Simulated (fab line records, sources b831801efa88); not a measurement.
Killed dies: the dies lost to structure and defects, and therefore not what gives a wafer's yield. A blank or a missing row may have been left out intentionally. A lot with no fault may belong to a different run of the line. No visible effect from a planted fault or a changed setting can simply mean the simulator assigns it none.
Which of the tools did it? | flow sky130 | 11 lots with 33 wafers sampled at 6 steps, on a route of 708 steps

== WHAT THE GAUGES SHOWED, per wafer ==
SKY_SD_P_TW_MEAS_11. Usual: SD_P_TW typically reads 2826, with standard deviation 25.
lot  | measured     | on            | SD_P_TW        | flag
L446 | day 26 09:13 | film_metro-01 | 2843 2827 2838 |
L447 | day 27 06:59 | film_metro-02 | 2841 2858 2853 |
L450 | day 28 09:55 | film_metro-03 | 2795 2802 2799 |
L454 | day 29 07:11 | film_metro-01 | 2831 2832 2821 |
L455 | day 29 13:50 | film_metro-03 | 2782 2788 2789 |
L457 | day 30 17:08 | film_metro-01 | 2821 2824 2805 |
L456 | day 30 18:31 | film_metro-01 | 2824 2813 2831 |
L458 | day 31 03:47 | film_metro-02 | 2862 2864 2850 |
L460 | day 31 10:01 | film_metro-01 | 2846 2843 2861 |
L464 | day 32 13:02 | film_metro-02 | 2864 2867 2865 |
L465 | day 33 06:10 | film_metro-03 | 2816 2798 2807 |

SKY_LI_CONTACT_BOW_MEAS_03. Usual: LI_CONTACT_BOW typically reads 57 um, with standard deviation 6.8.
lot  | measured     | on            | LI_CONTACT_BOW (um) | flag
L446 | day 28 19:55 | film_metro-02 | 49 53 59            |
L447 | day 29 16:05 | film_metro-01 | 51 51 53            |
L450 | day 30 18:55 | film_metro-02 | 61 54 37            |
L454 | day 31 14:28 | film_metro-02 | 54 56 62            |
L455 | day 31 22:31 | film_metro-03 | 66 61 46            |
L457 | day 33 00:50 | film_metro-03 | 63 62 60            |
L456 | day 33 01:59 | film_metro-01 | 63 51 52            |
L458 | day 33 10:20 | film_metro-02 | 60 56 51            |
L460 | day 33 17:02 | film_metro-02 | 58 62 63            |
L464 | day 34 18:31 | film_metro-01 | 64 67 51            |
L465 | day 35 11:51 | film_metro-02 | 59 57 48            |

SKY_LI_CONTACT_CD_MEAS_12 targets a cd of 170 nm. Usual: cd_nm 170.3 nm, standard deviation 1.6.
lot  | measured     | on        | cd_nm (nm)        | flag
L446 | day 29 23:50 | cd_sem-01 | 172.3 170.5 173.0 |
L447 | day 30 19:42 | cd_sem-02 | 170.6 171.4 171.0 |
L450 | day 31 21:55 | cd_sem-02 | 169.8 170.2 169.1 |
L454 | day 32 17:26 | cd_sem-02 | 170.8 170.5 169.4 |
L455 | day 33 01:35 | cd_sem-01 | 168.8 170.1 170.9 |
L457 | day 34 03:40 | cd_sem-02 | 173.5 171.6 174.7 |
L456 | day 34 04:22 | cd_sem-01 | 169.2 169.7 170.9 |
L458 | day 34 13:19 | cd_sem-02 | 169.5 169.1 169.3 |
L460 | day 34 20:01 | cd_sem-01 | 170.8 170.7 170.5 |
L464 | day 35 20:35 | cd_sem-01 | 168.8 169.3 168.0 |
L465 | day 36 13:58 | cd_sem-01 | 168.3 169.3 169.5 |

SKY_LOCAL_INTERCONNECT_RS_MEAS_01: uses a four-point probe to measure. Usual: LOCAL_INTERCONNECT_TIN_RS typically reads 14.10 ohm/sq, with standard deviation 0.19.
lot  | measured     | on            | LOCAL_INTERCONNECT_TIN_RS (ohm/sq) | flag
L446 | day 30 01:13 | film_metro-04 | 13.93 14.04 13.95                  |
L447 | day 30 21:13 | film_metro-03 | 13.88 13.88 13.88                  |
L450 | day 31 23:18 | film_metro-04 | 14.27 14.40 14.33                  |
L454 | day 32 18:49 | film_metro-01 | 14.33 15.97 16.08                  | OFF
L455 | day 33 02:59 | film_metro-04 | 14.26 14.21 16.05                  | OFF
L457 | day 34 05:02 | film_metro-01 | 14.11 14.02 14.10                  |
L456 | day 34 05:46 | film_metro-03 | 13.99 13.91 13.94                  |
L458 | day 34 14:41 | film_metro-01 | 14.20 14.34 14.16                  |
L460 | day 34 21:25 | film_metro-01 | 14.01 13.89 13.93                  |
L464 | day 35 22:01 | film_metro-04 | 13.94 13.88 14.13                  |
L465 | day 36 15:23 | film_metro-04 | 14.10 14.18 14.16                  |

SKY_LOCAL_INTERCONNECT_THK_MEAS_02: measures by xrf. Usual: LOCAL_INTERCONNECT_TIN_THK typically reads 100.7 nm, with standard deviation 1.4.
lot  | measured     | on            | LOCAL_INTERCONNECT_TIN_THK (nm) | flag
L446 | day 30 01:20 | film_metro-04 | 101.6 100.8 101.5               |
L447 | day 30 21:19 | film_metro-03 | 101.7 101.9 102.0               |
L450 | day 31 23:23 | film_metro-04 | 99.2 98.6 99.0                  |
L454 | day 32 18:55 | film_metro-01 | 99.6 90.8 90.6                  | OFF
L455 | day 33 03:05 | film_metro-04 | 99.4 100.1 90.6                 |
L457 | day 34 05:08 | film_metro-01 | 101.2 101.3 101.1               |
L456 | day 34 05:53 | film_metro-03 | 101.5 102.4 101.8               |
L458 | day 34 14:49 | film_metro-01 | 100.0 99.0 99.9                 |
L460 | day 34 21:32 | film_metro-01 | 101.6 102.4 101.7               |
L464 | day 35 22:07 | film_metro-04 | 101.2 101.5 99.8                |
L465 | day 36 15:31 | film_metro-04 | 100.6 100.0 100.3               |

== TOOL THAT RAN EACH LOT (tool first, then ch and the chambers of the sampled wafers, then the start) ==
lot  | SKY_LOCAL_INTERCONNECT_SPUTTER_00
L446 | pvd_sputter-04, day 30 01:08
L447 | pvd_sputter-02, day 30 21:07
L450 | pvd_sputter-03, day 31 23:11
L454 | pvd_sputter-03, day 32 18:44
L455 | pvd_sputter-03, day 33 02:54
L457 | pvd_sputter-04, day 34 04:56
L456 | pvd_sputter-02, day 34 05:41
L458 | pvd_sputter-04, day 34 14:38
L460 | pvd_sputter-04, day 34 21:20
L464 | pvd_sputter-02, day 35 21:56
L465 | pvd_sputter-02, day 36 15:20
- SKY_LOCAL_INTERCONNECT_SPUTTER_00: material TiN, target thk 100 nm, time 83.3 s.

== AS READ BY THE TOOLS THEMSELVES (means over the sampled wafers that have a number; for cases with no such wafer, the mark the record gives instead) ==
SKY_LOCAL_INTERCONNECT_SPUTTER_00. Usual: throttle_valve_pct 30.0 %, standard deviation 0.79.
lot  | tool           | throttle_valve_pct (%) | flag
L446 | pvd_sputter-04 | 29.9                   |
L447 | pvd_sputter-02 | 29.6                   |
L450 | pvd_sputter-03 | 29.5                   |
L454 | pvd_sputter-03 | 30.0                   |
L455 | pvd_sputter-03 | 30.1                   |
L457 | pvd_sputter-04 | 29.8                   |
L456 | pvd_sputter-02 | 30.8                   |
L458 | pvd_sputter-04 | 30.2                   |
L460 | pvd_sputter-04 | 30.4                   |
L464 | pvd_sputter-02 | 30.3                   |
L465 | pvd_sputter-02 | 30.1                   |

== THE ANSWER, worked out from the rows above alone ==
Rule: take the mean of a lot's wafers that have a number; if it is more than 3 standard deviations from the usual mean, the lot is off. Also off: a lot with no number at a reading for which 4 or more lots have one. Where the step has rows for the other lots, those lots are counted as sound. The gauges are gone through in route order, then the tools' own readings, and for those a lot's mean is taken as printed above. At the first step where some lot is off, the reading lying furthest off is the one used; lots without a number count as furthest.
Off: at SKY_LOCAL_INTERCONNECT_RS_MEAS_01 (LOCAL_INTERCONNECT_TIN_RS), L454, L455.
A tool fits if, at a process step before that reading, it ran every lot that is off, and no sound lot after the first of them. The gauges at SKY_LOCAL_INTERCONNECT_RS_MEAS_01 are tried like those tools. One candidate fits, namely pvd_sputter-03 at SKY_LOCAL_INTERCONNECT_SPUTTER_00. A fault onset in the window from L450 (day 31 23:11, its last sound lot) to L454 (day 32 18:44, its first lot off) fits.

== WHAT HAD BEEN PUT IN BY THE SIMULATOR ==
Site profile drift: pvd_sputter-03, from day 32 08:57 on, at SKY_LOCAL_INTERCONNECT_SPUTTER_00. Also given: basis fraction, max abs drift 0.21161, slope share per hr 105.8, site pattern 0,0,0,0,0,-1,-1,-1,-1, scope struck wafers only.
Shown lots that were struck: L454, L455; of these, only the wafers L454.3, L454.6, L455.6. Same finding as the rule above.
